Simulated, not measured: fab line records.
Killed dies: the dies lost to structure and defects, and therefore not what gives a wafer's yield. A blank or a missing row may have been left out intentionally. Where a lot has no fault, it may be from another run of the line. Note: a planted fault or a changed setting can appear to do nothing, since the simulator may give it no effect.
One fault through the eyes of 2 desks :: flow sky130 :: what lay behind the numbers comes last; until then each desk has only its own

== AT THE TOOL OWNER'S DESK: iline_stepper-01 ==
The tool's own readings at SKY_VT_ADJUST_NCORE_EXPOSE_04 (exposes mask LVTN COMPLEMENT THIN, target cd 380 nm): means of the sampled wafers that have a number, for each lot that ran on this tool. Marked OUT: a lot whose mean sits more than 4 standard deviations from the usual mean, which makes it out of limits; the brackets give that distance.
Columns: A = exposure_dose_mJ_cm2 at SKY_VT_ADJUST_NCORE_EXPOSE_04, usual 139.01
lot: L609
first seen here: day 8 03:27
A: 139.14

lot: L610
first seen here: day 8 04:05
A: 138.92

lot: L612
first seen here: day 8 22:43
A: 138.76

lot: L615
first seen here: day 10 02:31
A: 138.97

lot: L623
first seen here: day 12 16:10
A: 147.40 (+60) OUT

lot: L630
first seen here: day 14 04:38
A: 145.97 (+50) OUT
This desk's verdict: out of limits on L623, L630, starting with L623 at day 12 16:10 (exposure_dose_mJ_cm2 at SKY_VT_ADJUST_NCORE_EXPOSE_04). L609, L610, L612, L615 stayed within limits.

== AT THE METROLOGY DESK ==
What the gauges read for every lot (on any tool): the sampled wafers with a number, averaged. Marked OUT: a lot whose mean sits more than 4 standard deviations from the usual mean, which makes it out of limits; the brackets give that distance.
Columns: A = NWELL_RS at SKY_NWELL_RS_MEAS_29, usual 624.9 ohm/sq; B = cd_nm at SKY_VT_ADJUST_NCORE_CD_MEAS_07, usual 379.2 nm; C = cd_nm at SKY_VT_ADJUST_HVTR_CD_MEAS_07, usual 379.8 nm
lot: L609
first seen here: day 5 08:32
A: 627.3
B: 378.2
C: 379.0

lot: L610
first seen here: day 5 08:43
A: 623.9
B: 382.0
C: 379.8

lot: L612
first seen here: day 5 23:28
A: 623.3
B: 375.5
C: 379.5

lot: L615
first seen here: day 6 23:05
A: 625.3
B: 375.8
C: 382.9

lot: L616
first seen here: day 7 07:46
A: 627.7
B: 380.4
C: 378.2

lot: L621
first seen here: day 8 09:30
A: 624.2
B: 377.6
C: 380.9

lot: L622
first seen here: day 8 17:38
A: 624.0
B: 380.3
C: 376.3

lot: L623
first seen here: day 9 06:14
A: 624.3
B: 393.8 (+6.9) OUT
C: 379.2

lot: L625
first seen here: day 9 12:14
A: 624.4
B: 379.9
C: 380.3

lot: L629
first seen here: day 10 12:19
A: 625.1
B: 380.7
C: 379.4

lot: L630
first seen here: day 10 14:56
A: 623.2
B: 392.7 (+6.4) OUT
C: 380.8

lot: L632
first seen here: day 11 06:05
A: 624.2
B: 380.2
C: 379.1
This desk's verdict: out of limits on L623, L630, starting with L623 at day 13 04:23 (cd_nm at SKY_VT_ADJUST_NCORE_CD_MEAS_07). L609, L610, L612, L615, L616, L621, L622, L625, L629, L632 stayed within limits.

== ALL TOGETHER ==
At day 12 16:10, on L623, L630, the tool owner's desk was in a position to raise an alarm.
An alarm was possible from the metrology desk at day 13 04:23, on L623, L630.
On iline_stepper-01, each named lot ran SKY_VT_ADJUST_NCORE_EXPOSE_04.

== WHAT THE SIMULATOR HAD PUT IN ==
Process parameters drifting: iline_stepper-01 at SKY_VT_ADJUST_NCORE_EXPOSE_04, beginning at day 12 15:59. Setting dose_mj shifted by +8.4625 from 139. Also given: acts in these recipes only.
Lots struck among those shown: L623, L630.
Hours from the fault's start to each desk's first reading out of limits: the tool owner's desk, 0; the metrology desk, 12.
